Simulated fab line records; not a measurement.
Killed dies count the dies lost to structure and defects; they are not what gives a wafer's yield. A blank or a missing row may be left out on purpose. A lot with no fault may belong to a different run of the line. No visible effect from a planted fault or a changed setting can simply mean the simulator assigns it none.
fab line records | flow sky130
[record] lots = 6 | wafers = 18 | last_day = 49
route steps=708 shown LOCAL_INTERCONNECT@396 CONTACT@406 PAD_OPEN@708
lots that met no fault: from a run of the same line without faults
start_h: hours from the record's first day to the start of the lot's first wafer shown | wait_h: hours from the lot's prior step to this one | " identical to the entry in the row above | L1.1+2: a row that stands for several wafers | - either no value or no given start | * or withheld: withheld | < > ~ a bound
route shown NAME@n: a module of which the file shows steps, and the number in the route of the first | usual: mean and standard deviation over wafers with no fault | same: alike in all rows | chamber/n: place in a boat | sites: each site's reading | _std_site: how widely they spread, as a standard deviation | _edge_site: outer sites' mean less inner sites' | radius_mm: for every site, how far away it sits from the centre of the wafer | mask NAME#n: copy n | behind: the last tool/chamber to shape the wafer | hold: reason for holding the lot/hours on hold/outcome of the hold | device: the n, p or np transistor that did not switch | end of line: the route-end tests of the same wafers | step lacking rows: just its recipe | killed: dies that structure and defects cost at the first sort, which is not the same as the wafer's yield | map: a wafer's dies, marking killed ones x, the rest . and places with no die _
set.NAME: the run value of the setting; set.NAME@STEP: its run value at that earlier step | model.NAME: the simulator's own value behind a step, which no gauge read
lots at some steps of the route; a table a step, a row a wafer
services: when a tool's chamber went out of use (start_h, in hours from the record's first day, below 0 if earlier), for how many hours, and the reason
[[steps]]
[step SKY_LOCAL_INTERCONNECT_PEB_09]
[recipe] peb_temp_c = withheld | peb_time_s = withheld | resist = KrF-thick
[step SKY_LOCAL_INTERCONNECT_DEVELOP_10]
[recipe] develop_time_s = 60 | resist = KrF-thick | dev_temp_c = 21
[step SKY_LOCAL_INTERCONNECT_CD_MEAS_11]
[recipe] target_cd_nm = 170
[usual] cd_nm = 169.8/1.7
lot.wafer | tool      | chamber | start_h | wait_h | cd_nm
L849.2    | cd_sem-01 | -       | 748.44  | -      | 169.2
L849.3    | "         | -       | "       | "      | 168.6
L849.5    | "         | -       | "       | "      | 169.6
L851.1    | cd_sem-01 | -       | 764.11  | -      | 172.0
L851.3    | "         | -       | "       | "      | 173.3
L851.4    | "         | -       | "       | "      | 172.0
L863.2    | cd_sem-01 | -       | 833.44  | -      | 170.8
L863.3    | "         | -       | "       | "      | 170.7
L863.6    | "         | -       | "       | "      | 170.4
L862.3    | cd_sem-01 | -       | 836.68  | -      | 173.5
L862.5    | "         | -       | "       | "      | 172.7
L862.6    | "         | -       | "       | "      | 173.5
L865.3    | cd_sem-01 | -       | 849.16  | -      | 170.7
L865.5    | "         | -       | "       | "      | 171.3
L865.6    | "         | -       | "       | "      | 171.5
L866.2    | cd_sem-01 | -       | 858.16  | -      | 170.7
L866.4    | "         | -       | "       | "      | 171.0
L866.5    | "         | -       | "       | "      | 169.9
[step SKY_LOCAL_INTERCONNECT_OVL_MEAS_12]
[usual] LOCAL_INTERCONNECT_OVL = 3/5.8
lot.wafer | tool       | chamber | start_h | wait_h | LOCAL_INTERCONNECT_OVL[nm]
L849.2    | overlay-01 | -       | 748.54  | 0.1    | 8
L849.3    | "          | -       | "       | "      | 8
L849.5    | "          | -       | "       | "      | -2
L851.1    | overlay-01 | -       | 764.23  | 0.1    | 4
L851.3    | "          | -       | "       | "      | 7
L851.4    | "          | -       | "       | "      | 3
L863.2    | overlay-01 | -       | 833.54  | 0.1    | -1
L863.3    | "          | -       | "       | "      | -3
L863.6    | "          | -       | "       | "      | -3
L862.3    | overlay-01 | -       | 836.77  | 0.1    | -1
L862.5    | "          | -       | "       | "      | 3
L862.6    | "          | -       | "       | "      | 0
L865.3    | overlay-01 | -       | 849.25  | 0.1    | 13
L865.5    | "          | -       | "       | "      | 10
L865.6    | "          | -       | "       | "      | 7
L866.2    | overlay-01 | -       | 858.27  | 0.1    | -6
L866.4    | "          | -       | "       | "      | 0
L866.5    | "          | -       | "       | "      | 4
[step SKY_LOCAL_INTERCONNECT_ETCH_13]
[recipe] chemistry = N2/H2 | target = BARC | ion_energy_ev = 200 | bias_w = 100 | pressure_mtorr = 30 | n2_flow_sccm = 100 | h2_flow_sccm = 200 | icp_w = 500 | stop_on = SiO2 | time_s = 45.9 | target_depth_a = 600
[usual] bias_w = 100.04/0.27 | drypump_motor_current_A = 5.9/0.49 | h2_flow_sccm = 199.9/0.57 | oes_product_au = 0.855/0.0053 | throttle_valve_pct = 13.225/0.0095
lot.wafer | tool         | chamber | start_h | wait_h | bias_w | drypump_motor_current_A | h2_flow_sccm | oes_product_au | rf_hours_counter_h | throttle_valve_pct
L849.2    | rie_metal-04 | 0       | 748.60  | 0.0    | 100.22 | 6.6                     | 199.4        | 0.854          | -                  | 13.216
L849.3    | "            | 0       | "       | "      | 100.66 | 6.6                     | 199.9        | 0.853          | -                  | 13.230
L849.5    | "            | 0       | "       | "      | 100.27 | 6.6                     | 199.7        | 0.847          | -                  | 13.223
L851.1    | rie_metal-04 | 0       | 764.27  | 0.0    | 100.28 | 6.6                     | 200.9        | 0.859          | 7                  | 13.233
L851.3    | "            | 1       | "       | "      | 99.86  | 5.4                     | 200.1        | 0.861          | -                  | 13.233
L851.4    | "            | 0       | "       | "      | 100.02 | 6.5                     | 199.9        | 0.858          | -                  | 13.231
L863.2    | rie_metal-02 | 1       | 833.57  | 0.0    | 99.96  | 6.0                     | 201.1        | 0.856          | 4                  | 13.217
L863.3    | "            | 0       | "       | "      | 100.07 | 5.1                     | 200.7        | 0.856          | -                  | 13.226
L863.6    | "            | 0       | "       | "      | 100.11 | 5.1                     | 200.5        | 0.848          | -                  | 13.223
L862.3    | rie_metal-01 | 1       | 836.82  | 0.0    | 99.96  | 6.1                     | 200.2        | 0.860          | -                  | 13.221
L862.5    | "            | 1       | "       | "      | 99.72  | 6.2                     | 199.6        | 0.855          | -                  | 13.254
L862.6    | "            | 0       | "       | "      | 99.89  | 6.0                     | 199.7        | 0.855          | -                  | 13.214
L865.3    | rie_metal-04 | 0       | 849.30  | 0.0    | 99.89  | 6.6                     | 199.6        | 0.851          | -                  | 13.226
L865.5    | "            | 0       | "       | "      | 99.61  | 6.6                     | 199.3        | 0.851          | -                  | 13.218
L865.6    | "            | 1       | "       | "      | 100.18 | 5.4                     | 200.9        | 0.843          | -                  | 13.223
L866.2    | rie_metal-04 | 1       | 858.30  | 0.0    | 99.36  | 5.4                     | 199.1        | 0.866          | 8                  | 13.217
L866.4    | "            | 0       | "       | "      | 100.02 | 6.6                     | 199.7        | 0.860          | -                  | 13.211
L866.5    | "            | 0       | "       | "      | 100.00 | 6.5                     | 200.2        | 0.862          | -                  | 13.231
[step SKY_LOCAL_INTERCONNECT_METAL_ETCH_14]
[recipe] target_depth_nm = 110 | stop_on = PSG | chemistry = Cl2/BCl3 | target = TiN | resist_sidewall_deg = 88 | pressure_mtorr = 10 | icp_w = 900 | bias_w = 48.5 | Cl2_flow_sccm = 60 | bcl3_flow_sccm = 30 | time_s = 31.4
[usual] bias_w = 48.48/0.15 | drypump_motor_current_A = 5.9/0.49 | oes_product_au = 0.943/0.0074 | throttle_valve_pct = 21.900/0.0098
lot.wafer | tool         | chamber | start_h | wait_h | bias_w | drypump_motor_current_A | oes_product_au | rf_hours_counter_h | throttle_valve_pct
L849.2    | rie_metal-04 | 0       | 748.72  | 0.1    | 48.34  | 6.6                     | 0.948          | -                  | 21.907
L849.3    | "            | 0       | "       | "      | 48.28  | 6.6                     | 0.932          | -                  | 21.907
L849.5    | "            | 0       | "       | "      | 48.35  | 6.6                     | 0.923          | -                  | 21.891
L851.1    | rie_metal-04 | 0       | 764.33  | 0.0    | 48.42  | 6.6                     | 0.944          | 7                  | 21.908
L851.3    | "            | 1       | "       | "      | 48.36  | 5.4                     | 0.925          | -                  | 21.914
L851.4    | "            | 0       | "       | "      | 48.27  | 6.6                     | 0.936          | -                  | 21.904
L863.2    | rie_metal-02 | 1       | 833.64  | 0.0    | 48.42  | 6.0                     | 0.939          | 4                  | 21.899
L863.3    | "            | 0       | "       | "      | 48.60  | 5.1                     | 0.954          | -                  | 21.884
L863.6    | "            | 0       | "       | "      | 48.38  | 5.1                     | 0.943          | -                  | 21.899
L862.3    | rie_metal-01 | 1       | 836.88  | 0.0    | 48.52  | 6.2                     | 0.948          | -                  | 21.891
L862.5    | "            | 1       | "       | "      | 48.74  | 6.1                     | 0.952          | -                  | 21.875
L862.6    | "            | 0       | "       | "      | 48.35  | 5.9                     | 0.948          | -                  | 21.887
L865.3    | rie_metal-04 | 0       | 849.36  | 0.0    | 48.48  | 6.5                     | 0.939          | -                  | 21.898
L865.5    | "            | 0       | "       | "      | 48.50  | 6.6                     | 0.945          | -                  | 21.905
L865.6    | "            | 1       | "       | "      | 48.40  | 5.4                     | 0.942          | -                  | 21.898
L866.2    | rie_metal-04 | 1       | 858.36  | 0.0    | 48.44  | 5.4                     | 0.934          | 8                  | 21.901
L866.4    | "            | 0       | "       | "      | 48.54  | 6.5                     | 0.933          | -                  | 21.910
L866.5    | "            | 0       | "       | "      | 48.47  | 6.6                     | 0.935          | -                  | 21.927
[step SKY_LOCAL_INTERCONNECT_STRIP_15]
[recipe] chemistry = O2/N2 | power_w = 1400 | pressure_mtorr = 1500 | platen_temp_c = withheld | o2_flow_sccm = 3000 | n2_flow_sccm = 300 | overash_fraction = 0.5
[usual] drypump_motor_current_A = 5.5/0.47 | oes_product_au = 0.428/0.0043 | strip_time_to_endpoint_s = 4.740/0.019
lot.wafer | tool            | chamber | start_h | wait_h | drypump_motor_current_A | oes_product_au | rf_hours_counter_h | strip_time_to_endpoint_s
L849.2    | plasma_asher-04 | 1       | 748.80  | 0.1    | 5.9                     | 0.427          | 93                 | 4.725
L849.3    | "               | 0       | "       | "      | 5.0                     | 0.425          | -                  | 4.720
L849.5    | "               | 1       | "       | "      | 5.9                     | 0.427          | -                  | 4.719
L851.1    | plasma_asher-04 | 1       | 764.38  | 0.0    | 5.9                     | 0.430          | 94                 | 4.791
L851.3    | "               | 1       | "       | "      | 5.8                     | 0.421          | -                  | 4.742
L851.4    | "               | 0       | "       | "      | 5.0                     | 0.428          | -                  | 4.752
L863.2    | plasma_asher-01 | 0       | 833.69  | 0.0    | 5.8                     | 0.429          | 43                 | 4.740
L863.3    | "               | 0       | "       | "      | 5.8                     | 0.432          | -                  | 4.720
L863.6    | "               | 1       | "       | "      | 4.9                     | 0.429          | -                  | 4.718
L862.3    | plasma_asher-01 | 0       | 836.95  | 0.1    | 5.8                     | 0.419          | -                  | 4.701
L862.5    | "               | 0       | "       | "      | 5.8                     | 0.418          | -                  | 4.730
L862.6    | "               | 1       | "       | "      | 4.9                     | 0.433          | -                  | 4.733
L865.3    | plasma_asher-01 | 1       | 849.42  | 0.1    | 4.9                     | 0.425          | -                  | 4.703
L865.5    | "               | 1       | "       | "      | 4.9                     | 0.430          | -                  | 4.707
L865.6    | "               | 0       | "       | "      | 5.8                     | 0.433          | -                  | 4.711
L866.2    | plasma_asher-03 | 1       | 858.41  | 0.0    | 5.6                     | 0.424          | 12                 | 4.746
L866.4    | "               | 0       | "       | "      | 6.2                     | 0.420          | -                  | 4.723
L866.5    | "               | 0       | "       | "      | 6.2                     | 0.426          | -                  | 4.745
[step SKY_LOCAL_INTERCONNECT_STRIP_16]
[recipe] chemistry = post_etch_residue_remover | time_s = 1200 | temp_c = 72.5
[step SKY_LOCAL_INTERCONNECT_CLEAN_17]
[recipe] chemistry = IPA | time_s = 180 | temp_c = 25
[step SKY_LOCAL_INTERCONNECT_CLEAN_18]
[recipe] chemistry = O3/DIW | dry = n2_spin
[step SKY_CONTACT_CVD_00]
[recipe] material = Si3N4 | target_thk_nm = 75 | temp_c = 400 | time_s = withheld | rf_w = 450
[usual] heater_power_w = 742/110
lot.wafer | tool     | chamber | start_h | wait_h | heater_power_w
L849.2    | pecvd-01 | 0       | 749.46  | 0.0    | 621
L849.3    | "        | 2       | "       | "      | 911
L849.5    | "        | 0       | "       | "      | 630
L851.1    | pecvd-02 | 1       | 765.02  | 0.0    | 787
L851.3    | "        | 0       | "       | "      | 611
L851.4    | "        | 1       | "       | "      | 766
L863.2    | pecvd-02 | 2       | 834.35  | 0.0    | 769
L863.3    | "        | 2       | "       | "      | 808
L863.6    | "        | 0       | "       | "      | 599
L862.3    | pecvd-01 | 1       | 837.59  | 0.0    | 696
L862.5    | "        | 1       | "       | "      | 717
L862.6    | "        | 2       | "       | "      | 965
L865.3    | pecvd-02 | 2       | 850.01  | 0.0    | 766
L865.5    | "        | 2       | "       | "      | 781
L865.6    | "        | 0       | "       | "      | 720
L866.2    | pecvd-04 | 0       | 859.02  | 0.0    | 738
L866.4    | "        | 2       | "       | "      | 752
L866.5    | "        | 0       | "       | "      | 770
[step SKY_CONTACT_THK_MEAS_01]
[recipe] reads = Si3N4_of_CONTACT_CVD_00
[usual] CONTACT_CVD_00_THK = 74.4/1.2
lot.wafer | tool          | chamber | start_h | wait_h | CONTACT_CVD_00_THK[nm]
L849.2    | film_metro-03 | -       | 749.51  | -      | 73.7
L849.3    | "             | -       | "       | "      | 74.5
L849.5    | "             | -       | "       | "      | 74.6
L851.1    | film_metro-02 | -       | 765.05  | -      | 74.2
L851.3    | "             | -       | "       | "      | 74.3
L851.4    | "             | -       | "       | "      | 75.1
L863.2    | film_metro-04 | -       | 834.41  | -      | 73.0
L863.3    | "             | -       | "       | "      | 74.2
L863.6    | "             | -       | "       | "      | 73.0
L862.3    | film_metro-02 | -       | 837.65  | -      | 73.9
L862.5    | "             | -       | "       | "      | 75.6
L862.6    | "             | -       | "       | "      | 76.4
L865.3    | film_metro-04 | -       | 850.06  | -      | 74.1
L865.5    | "             | -       | "       | "      | 75.1
L865.6    | "             | -       | "       | "      | 72.6
L866.2    | film_metro-02 | -       | 859.07  | -      | 73.8
L866.4    | "             | -       | "       | "      | 75.9
L866.5    | "             | -       | "       | "      | 74.5
[step SKY_CONTACT_HDPCVD_02]
[recipe] material = SiO2 | target_thk_nm = 565 | sigma_open_frac = 0.3 | time_s = 94.2 | temp_c = 600 | sih4_flow_sccm = 60 | pressure_mtorr = 6
[usual] run_length_s = 122.1/0.59
lot.wafer | tool      | chamber | start_h | wait_h | run_length_s | model.SiO2_of_CONTACT_HDPCVD_02.thk_nm
L849.2    | hdpcvd-02 | 2       | 749.56  | 0.0    | 121.6        | 569.5
L849.3    | "         | 1       | "       | "      | 121.6        | 577.1
L849.5    | "         | 2       | "       | "      | 121.9        | 568.7
L851.1    | hdpcvd-01 | 0       | 765.11  | 0.1    | 122.2        | 559.1
L851.3    | "         | 2       | "       | "      | 122.1        | 561
L851.4    | "         | 0       | "       | "      | 121.7        | 563.8
L863.2    | hdpcvd-01 | 2       | 834.46  | 0.0    | 121.9        | 554.2
L863.3    | "         | 1       | "       | "      | 122.5        | 547.4
L863.6    | "         | 1       | "       | "      | 122.4        | 558.3
L862.3    | hdpcvd-02 | 2       | 837.72  | 0.1    | 121.2        | 575.1
L862.5    | "         | 0       | "       | "      | 122.9        | 569.5
L862.6    | "         | 2       | "       | "      | 116.8        | 540.6
L865.3    | hdpcvd-02 | 2       | 850.13  | 0.1    | 121.1        | 560.8
L865.5    | "         | 2       | "       | "      | 121.1        | 560.3
L865.6    | "         | 0       | "       | "      | 118.2        | 534
L866.2    | hdpcvd-01 | 0       | 859.12  | 0.0    | 121.4        | 557
L866.4    | "         | 0       | "       | "      | 121.4        | 554.8
L866.5    | "         | 1       | "       | "      | 122.4        | 555.6
[step SKY_CONTACT_THK_MEAS_03]
[recipe] reads = SiO2_of_CONTACT_HDPCVD_02
[usual] CONTACT_HDPCVD_THK = 564/6
lot.wafer | tool          | chamber | start_h | wait_h | CONTACT_HDPCVD_THK[nm]
L849.2    | film_metro-02 | -       | 749.64  | 0.0    | 570
L849.3    | "             | -       | "       | "      | 577
L849.5    | "             | -       | "       | "      | 569
L851.1    | film_metro-03 | -       | 765.18  | 0.0    | 559
L851.3    | "             | -       | "       | "      | 561
L851.4    | "             | -       | "       | "      | 563
L863.2    | film_metro-03 | -       | 834.54  | 0.0    | 554
L863.3    | "             | -       | "       | "      | 547
L863.6    | "             | -       | "       | "      | 559
L862.3    | film_metro-04 | -       | 837.81  | 0.1    | 575
L862.5    | "             | -       | "       | "      | 569
L862.6    | "             | -       | "       | "      | 541
L865.3    | film_metro-03 | -       | 850.22  | 0.1    | 561
L865.5    | "             | -       | "       | "      | 560
L865.6    | "             | -       | "       | "      | 534
L866.2    | film_metro-04 | -       | 859.20  | 0.0    | 557
L866.4    | "             | -       | "       | "      | 555
L866.5    | "             | -       | "       | "      | 556
[step SKY_CONTACT_CMP_04]
[recipe] material = SiO2 | down_force_psi = 4 | platen_rpm = 60 | pad_velocity_m_s = 0.94248
[usual] motor_current_A = 11.8/1.2 | time_to_endpoint_s = 81/3.6
lot.wafer | tool   | chamber | start_h | wait_h | motor_current_A | time_to_endpoint_s
L849.3    | cmp-01 | 3       | 749.94  | 0.3    | 13.2            | 80
L849.2    | "      | 1       | "       | "      | 13.5            | 75
L849.5    | "      | 3       | "       | "      | 14.1            | 78
L851.1    | cmp-02 | 0       | 765.24  | 0.1    | 10.9            | 77
L851.4    | "      | 2       | "       | "      | 10.4            | 82
L851.3    | "      | 3       | "       | "      | 11.5            | 80
L863.2    | cmp-01 | 1       | 834.59  | 0.0    | 14.1            | 74
L863.3    | "      | 2       | "       | "      | 12.0            | 73
L863.6    | "      | 2       | "       | "      | 12.2            | 79
L862.3    | cmp-02 | 2       | 837.85  | 0.0    | 10.3            | 86
L862.5    | "      | 2       | "       | "      | 10.7            | 85
L862.6    | "      | 3       | "       | "      | 12.1            | 73
L865.3    | cmp-02 | 0       | 850.31  | 0.1    | 10.9            | 79
L865.6    | "      | 3       | "       | "      | 12.8            | 74
L865.5    | "      | 0       | "       | "      | 10.7            | 79
L866.4    | cmp-02 | 3       | 859.25  | 0.0    | 12.3            | 80
L866.2    | "      | 0       | "       | "      | 11.0            | 80
L866.5    | "      | 3       | "       | "      | 12.7            | 84
[step SKY_PAD_OPEN_PROBE_99]
[usual] killed_at_M0_to_M3 = 44/6.5 | killed_at_M4_up = 3.3/1.9 | killed_at_contacts = 24/5.3 | killed_at_front_end = 15/4.5 | killed_at_other = 0.3/0.58 | killed_dies = 87/9.3 | killed_on_rim = 17/4.2 | killed_open = 48/6.6 | killed_short = 39/6.1
[same] gross_dies = 492 | killed_at_back_side = 0
lot.wafer | tool      | chamber | start_h | wait_h | killed_at_M0_to_M3 | killed_at_M4_up | killed_at_contacts | killed_at_front_end | killed_at_other | killed_dies | killed_on_rim | killed_open | killed_short
L863.2    | prober-01 | -       | 1168.28 | 0.1    | 45                 | 4               | 24                 | 16                  | 1               | 90          | 14            | 57          | 33
L863.3    | prober-01 | -       | 1168.33 | 0.2    | 31                 | 3               | 23                 | 16                  | 1               | 74          | 16            | 36          | 38
L863.6    | prober-01 | -       | 1168.48 | 0.2    | 51                 | 2               | 28                 | 17                  | 0               | 98          | 20            | 50          | 48
L862.3    | prober-02 | -       | 1170.75 | 0.2    | 53                 | 4               | 29                 | 14                  | 0               | 100         | 16            | 52          | 48
L862.5    | prober-02 | -       | 1170.85 | 0.2    | 38                 | 2               | 26                 | 13                  | 0               | 79          | 14            | 36          | 43
L862.6    | prober-02 | -       | 1170.90 | 0.2    | 45                 | 10              | 23                 | 10                  | 0               | 88          | 16            | 36          | 52
// killed by level:class
L863.2 VIA1:geometric_particle:open=15 CONTACT:geometric_particle:open=10 VIA3:geometric_particle:open=8 LI_CONTACT:geometric_particle:open=8 POLY_GATE:geometric_particle:short=6 METAL2:geometric_particle:short=6 FIELD_ISO:geometric_particle:open=3 FIELD_ISO:geometric_particle:short=3
L863.3 LI_CONTACT:geometric_particle:open=6 CONTACT:geometric_particle:open=6 VIA3:geometric_particle:open=6 METAL2:geometric_particle:short=6 VIA1:geometric_particle:open=5 CONTACT:geometric_particle:short=5 METAL1:geometric_particle:short=5 LOCAL_INTERCONNECT:geometric_particle:short=4
L863.6 METAL1:geometric_particle:short=12 CONTACT:geometric_particle:open=12 LI_CONTACT:geometric_particle:open=8 VIA1:geometric_particle:open=7 FIELD_ISO:geometric_particle:short=6 VIA2:geometric_particle:open=6 VIA3:geometric_particle:open=6 VIA2:geometric_particle:short=5
L862.3 VIA1:geometric_particle:open=13 CONTACT:geometric_particle:short=8 VIA3:geometric_particle:open=8 FIELD_ISO:geometric_particle:short=7 CONTACT:geometric_particle:open=7 LI_CONTACT:geometric_particle:open=6 VIA2:geometric_particle:open=6 METAL1:geometric_particle:short=6
L862.5 CONTACT:geometric_particle:open=12 METAL1:geometric_particle:short=9 FIELD_ISO:geometric_particle:short=7 VIA1:geometric_particle:open=7 METAL2:geometric_particle:short=6 LI_CONTACT:geometric_particle:open=5 LOCAL_INTERCONNECT:geometric_particle:short=5 VIA3:geometric_particle:open=4
L862.6 VIA1:geometric_particle:open=13 METAL4:geometric_particle:short=9 VIA1:geometric_particle:short=7 VIA2:geometric_particle:short=7 CONTACT:geometric_particle:short=6 LOCAL_INTERCONNECT:geometric_particle:short=5 FIELD_ISO:geometric_particle:open=4 LI_CONTACT:geometric_particle:short=4
[[services]]
tool            | chamber | start_h | hours | kind
plasma_asher-03 | -       | 726.85  | 3.9   | repair
plasma_asher-03 | -       | 733.75  | 9.0   | pm
rie_metal-01    | -       | 735.27  | 1.3   | repair
plasma_asher-03 | -       | 738.77  | 3.7   | repair
cmp-01          | -       | 744.48  | 4.0   | pm
rie_metal-04    | 1       | 746.35  | 6.7   | repair
rie_metal-02    | 1       | 748.60  | 11.2  | repair
cmp-02          | -       | 749.33  | 2.4   | pm
pecvd-01        | -       | 779.29  | 2.8   | pm
cmp-01          | -       | 785.61  | 3.7   | pm
plasma_asher-01 | -       | 787.57  | 2.8   | pm
pecvd-04        | -       | 794.21  | 0.8   | pm
pecvd-02        | 2       | 808.14  | 24.6  | repair
plasma_asher-03 | -       | 808.35  | 2.8   | pm
hdpcvd-01       | 0       | 811.99  | 4.4   | repair
rie_metal-01    | -       | 814.09  | 0.9   | repair
rie_metal-02    | 1       | 815.48  | 4.7   | repair
pecvd-04        | 2       | 829.64  | 5.9   | repair
pecvd-02        | 1       | 832.72  | -     | clean
hdpcvd-02       | 1       | 835.63  | 21.9  | repair
pecvd-01        | -       | 837.63  | 6.0   | pm
rie_metal-04    | -       | 843.76  | 1.0   | repair
rie_metal-01    | 1       | 848.96  | 3.0   | repair
cmp-01          | -       | 852.76  | 5.4   | repair
[[key]]
[first_sign] step = SKY_CONTACT_HDPCVD_02 | reading = run_length_s | direction = down | sigmas = 7.7 | usual = * | struck = *
[effect] step = SKY_CONTACT_THK_MEAS_03 | reading = CONTACT_HDPCVD_THK | direction = down | sigmas = 4.5 | usual = 564 | struck = 537
[model_effect] step = SKY_CONTACT_HDPCVD_02 | value = SiO2_of_CONTACT_HDPCVD_02.thk_nm | without = 564.1 | struck = 537.3
met_at SKY_CONTACT_HDPCVD_02
struck_wafers L862.6,L865.6
tester_left_out L862,L865
onset_between 749.56 837.72
[fault] kind = process_parameter_drift | tool = hdpcvd-02 | chamber = - | onset_h = 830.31 | steps = SKY_CONTACT_HDPCVD_02 | channel = time_s | offset = * | shape = step | end_h = 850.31 | scope = struck_wafers_only | acts_in = * | stated = *
// tester_left_out: of these lots the tester's yield and bins aren't shown, on N5 and GAA mostly nor the transistor test; their killed dies are dies lost to structure and defects alone, not to doping, threshold or leakage, so they don't give the yield
